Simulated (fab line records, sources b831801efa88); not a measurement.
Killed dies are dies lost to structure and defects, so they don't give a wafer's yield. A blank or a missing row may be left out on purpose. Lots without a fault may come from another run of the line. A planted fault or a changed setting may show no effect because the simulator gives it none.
Which tool did it? | flow gf180mcu | 15 lots, 45 wafers sampled, at 6 steps of a route of 602

WHAT THE GAUGES READ, wafer by wafer
GF_PSD_RS_MEAS_14: measures by four-point-probe.
lot  | measured     | on            | NSD_RS (ohm/sq)
L385 | day 14 05:25 | film_metro-01 | 46.13 46.18 46.04
L386 | day 14 21:44 | film_metro-02 | 46.25 46.29 46.24
L391 | day 16 06:40 | film_metro-01 | 46.13 46.12 46.12
L394 | day 17 12:10 | film_metro-01 | 46.22 46.26 46.45
L395 | day 18 01:59 | film_metro-04 | 46.19 46.15 46.20
L396 | day 18 05:38 | film_metro-04 | 53.02 53.03 52.97
L397 | day 18 09:46 | film_metro-04 | 53.04 53.09 53.01
L398 | day 19 00:05 | film_metro-04 | 53.12 53.09 53.13
L402 | day 20 12:05 | film_metro-01 | 46.16 46.18 46.18
L403 | day 20 14:46 | film_metro-01 | 46.09 46.22 46.11
L404 | day 20 17:53 | film_metro-01 | 46.14 46.16 46.07
L405 | day 21 03:32 | film_metro-04 | 46.11 46.08 46.07
L406 | day 22 07:07 | film_metro-04 | 46.08 46.08 46.05
L407 | day 22 10:53 | film_metro-02 | 46.32 46.28 46.23
L408 | day 22 13:22 | film_metro-04 | 46.02 45.95 45.93

GF_CONTACT_BOW_MEAS_05.
lot  | measured     | on            | CONTACT_BOW (um)
L385 | day 15 04:10 | film_metro-02 | 59 77 72
L386 | day 15 20:56 | film_metro-04 | 72 63 68
L391 | day 17 06:52 | film_metro-02 | 63 64 66
L394 | day 18 13:28 | film_metro-03 | 60 65 58
L395 | day 19 03:06 | film_metro-04 | 74 73 67
L402 | day 21 14:01 | film_metro-04 | 64 60 62
L403 | day 21 16:22 | film_metro-03 | 62 70 60
L404 | day 21 19:14 | film_metro-04 | 75 62 60
L405 | day 22 04:40 | film_metro-04 | 66 73 59
L406 | day 23 08:07 | film_metro-04 | 62 63 55
L407 | day 23 11:06 | film_metro-02 | 75 57 59
L408 | day 23 13:58 | film_metro-04 | 71 68 70

WHICH TOOL RAN EACH LOT (tool, then ch and the chambers of the sampled wafers, then the start)
lot  | GF_HV_LDD_STRIP_37                   | GF_NSD_IMPLANT_10               | GF_NSD_STRIP_11                      | GF_CONTACT_CVD_02
L385 | plasma_asher-03 ch 0,1, day 11 13:41 | implanter-04 ch 0, day 13 08:05 | plasma_asher-04 ch 0,1, day 13 08:13 | pecvd-02 ch 1,2, day 15 03:41
L386 | plasma_asher-02 ch 0,1, day 12 03:28 | implanter-01 ch 0, day 13 23:36 | plasma_asher-02 ch 0,1, day 13 23:44 | pecvd-04 ch 0,1,2, day 15 20:29
L391 | plasma_asher-03 ch 0,1, day 13 10:15 | implanter-01 ch 0, day 15 07:49 | plasma_asher-01 ch 0,1, day 15 07:56 | pecvd-02 ch 0,1, day 17 06:23
L394 | plasma_asher-03 ch 0,1, day 14 14:47 | implanter-01 ch 0, day 16 13:04 | plasma_asher-01 ch 0,1, day 16 13:12 | pecvd-02 ch 0,2, day 18 13:00
L395 | plasma_asher-03 ch 0,1, day 15 01:08 | implanter-04 ch 0, day 17 01:42 | plasma_asher-01 ch 0,1, day 17 01:50 | pecvd-02 ch 0,1, day 19 02:37
L396 | plasma_asher-02 ch 0,1, day 15 05:32 | implanter-01, day 17 05:23      | plasma_asher-02 ch 1, day 17 05:31   | -
L397 | plasma_asher-02 ch 0,1, day 15 07:55 | implanter-04, day 17 09:40      | plasma_asher-02 ch 0,1, day 17 09:49 | -
L398 | plasma_asher-02 ch 0,1, day 15 23:16 | implanter-01, day 17 23:59      | plasma_asher-01 ch 0,1, day 18 00:07 | -
L402 | plasma_asher-02 ch 0,1, day 17 07:30 | implanter-02 ch 0, day 19 10:59 | plasma_asher-02 ch 0,1, day 19 11:05 | pecvd-02 ch 0,1,2, day 21 13:33
L403 | plasma_asher-04 ch 0,1, day 17 08:58 | implanter-01 ch 0, day 19 13:25 | plasma_asher-04 ch 0,1, day 19 13:34 | pecvd-04 ch 0,1,2, day 21 15:56
L404 | plasma_asher-03 ch 0,1, day 17 13:13 | implanter-04 ch 0, day 19 17:09 | plasma_asher-01 ch 0,1, day 19 17:17 | pecvd-02 ch 0,1,2, day 21 18:47
L405 | plasma_asher-04 ch 0,1, day 17 21:37 | implanter-02 ch 0, day 20 02:17 | plasma_asher-01 ch 0,1, day 20 02:25 | pecvd-04 ch 0,2, day 22 04:13
L406 | plasma_asher-02 ch 0,1, day 19 03:10 | implanter-01 ch 0, day 21 06:53 | plasma_asher-02 ch 0,1, day 21 07:02 | pecvd-04 ch 0,1, day 23 07:41
L407 | plasma_asher-02 ch 0,1, day 19 06:25 | implanter-02 ch 0, day 21 10:29 | plasma_asher-04 ch 0,1, day 21 10:38 | pecvd-02 ch 0,1,2, day 23 10:40
L408 | plasma_asher-02 ch 0,1, day 19 08:10 | implanter-04 ch 0, day 21 12:59 | plasma_asher-04 ch 0,1, day 21 13:08 | pecvd-02 ch 0,1,2, day 23 13:32
- GF_HV_LDD_STRIP_37: strips in O2/N2.
- GF_NSD_IMPLANT_10
- GF_NSD_STRIP_11: strips in O2/N2.
- GF_CONTACT_CVD_02: deposits SiO2 from TEOS, target thk 860 nm, time 95.992 s.

WHAT THE TOOLS THEMSELVES READ (means of the sampled wafers that have a number; where no wafer has one, the mark that the record gives instead)
GF_HV_LDD_STRIP_37.
lot  | tool            | drypump_motor_current_A (A) | heater_power_w (W) | oes_product_au (a.u.) | strip_time_to_endpoint_s (s)
L385 | plasma_asher-03 | 6.2                         | 346                | 0.719                 | 12.61
L386 | plasma_asher-02 | 5.9                         | 336                | 0.716                 | 12.66
L391 | plasma_asher-03 | 6.3                         | 350                | 0.714                 | 12.61
L394 | plasma_asher-03 | 6.3                         | 341                | 0.718                 | 12.64
L395 | plasma_asher-03 | 6.2                         | 365                | 0.717                 | 12.62
L396 | plasma_asher-02 | 6.0                         | 332                | 0.715                 | 12.61
L397 | plasma_asher-02 | 6.0                         | 335                | 0.715                 | 12.62
L398 | plasma_asher-02 | 5.9                         | 329                | 0.715                 | 12.69
L402 | plasma_asher-02 | 5.9                         | 331                | 0.713                 | 12.65
L403 | plasma_asher-04 | 5.7                         | 295                | 0.715                 | 12.68
L404 | plasma_asher-03 | 6.2                         | 367                | 0.717                 | 12.60
L405 | plasma_asher-04 | 6.0                         | 303                | 0.718                 | 12.68
L406 | plasma_asher-02 | 6.0                         | 339                | 0.709                 | 12.68
L407 | plasma_asher-02 | 6.0                         | 341                | 0.716                 | 12.65
L408 | plasma_asher-02 | 5.9                         | 331                | 0.716                 | 12.65

GF_NSD_IMPLANT_10.
lot  | tool         | beam_energy_keV | beam_on_s (s)
L385 | implanter-04 | 40.006          | 10.02
L386 | implanter-01 | 39.989          | 9.95
L391 | implanter-01 | 40.002          | 10.25
L394 | implanter-01 | 40.021          | 10.05
L395 | implanter-04 | 39.996          | 9.99
L396 | implanter-01 | -               | -
L397 | implanter-04 | -               | -
L398 | implanter-01 | -               | -
L402 | implanter-02 | 39.988          | 9.94
L403 | implanter-01 | 39.994          | 10.07
L404 | implanter-04 | 40.006          | 9.93
L405 | implanter-02 | 39.988          | 9.80
L406 | implanter-01 | 39.994          | 10.23
L407 | implanter-02 | 40.007          | 10.05
L408 | implanter-04 | 39.976          | 10.00

GF_NSD_STRIP_11.
lot  | tool            | drypump_motor_current_A (A) | heater_power_w (W) | oes_product_au (a.u.) | strip_time_to_endpoint_s (s)
L385 | plasma_asher-04 | 5.7                         | 294                | 0.485                 | 22.97
L386 | plasma_asher-02 | 5.9                         | 331                | 0.484                 | 22.99
L391 | plasma_asher-01 | 5.9                         | 371                | 0.486                 | 22.93
L394 | plasma_asher-01 | 5.9                         | 368                | 0.492                 | 23.01
L395 | plasma_asher-01 | 5.9                         | 370                | 0.479                 | 22.99
L396 | plasma_asher-02 | 5.8                         | 327                | 0.488                 | 22.47
L397 | plasma_asher-02 | 5.9                         | 335                | 0.494                 | 22.43
L398 | plasma_asher-01 | 6.0                         | 357                | 0.494                 | 22.41
L402 | plasma_asher-02 | 5.9                         | 330                | 0.488                 | 22.97
L403 | plasma_asher-04 | 6.0                         | 305                | 0.488                 | 23.01
L404 | plasma_asher-01 | 6.0                         | 374                | 0.487                 | 22.98
L405 | plasma_asher-01 | 6.0                         | 365                | 0.486                 | 22.97
L406 | plasma_asher-02 | 6.0                         | 335                | 0.485                 | 22.99
L407 | plasma_asher-04 | 5.7                         | 296                | 0.487                 | 22.95
L408 | plasma_asher-04 | 6.0                         | 307                | 0.487                 | 23.02

GF_CONTACT_CVD_02.
lot  | tool     | heater_power_w (W)
L385 | pecvd-02 | 664
L386 | pecvd-04 | 703
L391 | pecvd-02 | 749
L394 | pecvd-02 | 750
L395 | pecvd-02 | 796
L402 | pecvd-02 | 693
L403 | pecvd-04 | 754
L404 | pecvd-02 | 786
L405 | pecvd-04 | 682
L406 | pecvd-04 | 800
L407 | pecvd-02 | 761
L408 | pecvd-02 | 722

THE ANSWER, worked out from the rows above alone
Rule: what is usual is taken from the lots themselves. Put in order of their means at a reading, lots are off if they are a third of the lots or fewer, leave a main group of 4 or more, and stand apart from it by a gap of 3 or more times the standard deviation of the main group's means; of several such gaps the widest counts. A main group whose means are all the same, to the digits that the tables above print for the reading, isn't used. A lot without any number at a reading at which 4 lots or more have one is off too. The other lots that the step has rows for count as sound. The gauges are gone through in route order, then the tools' own readings, and for those a lot's mean is taken as printed above. The first step at which some lot is off is used, and at that step the reading that is off furthest; a lot without a number counts as furthest.
Off: L396, L397, L398, at GF_PSD_RS_MEAS_14 (NSD_RS). The main group: mean 46.15 ohm/sq, standard deviation 0.092.
A tool fits if, at a process step before that reading, it ran every lot that is off, and no sound lot after the first of them. The gauges at GF_PSD_RS_MEAS_14 aren't tried: what is off there is off at GF_NSD_IMPLANT_10 too, on other tools, and a gauge's error can't cause that. None of those tried fits.

WHAT THE SIMULATOR HAD PUT IN
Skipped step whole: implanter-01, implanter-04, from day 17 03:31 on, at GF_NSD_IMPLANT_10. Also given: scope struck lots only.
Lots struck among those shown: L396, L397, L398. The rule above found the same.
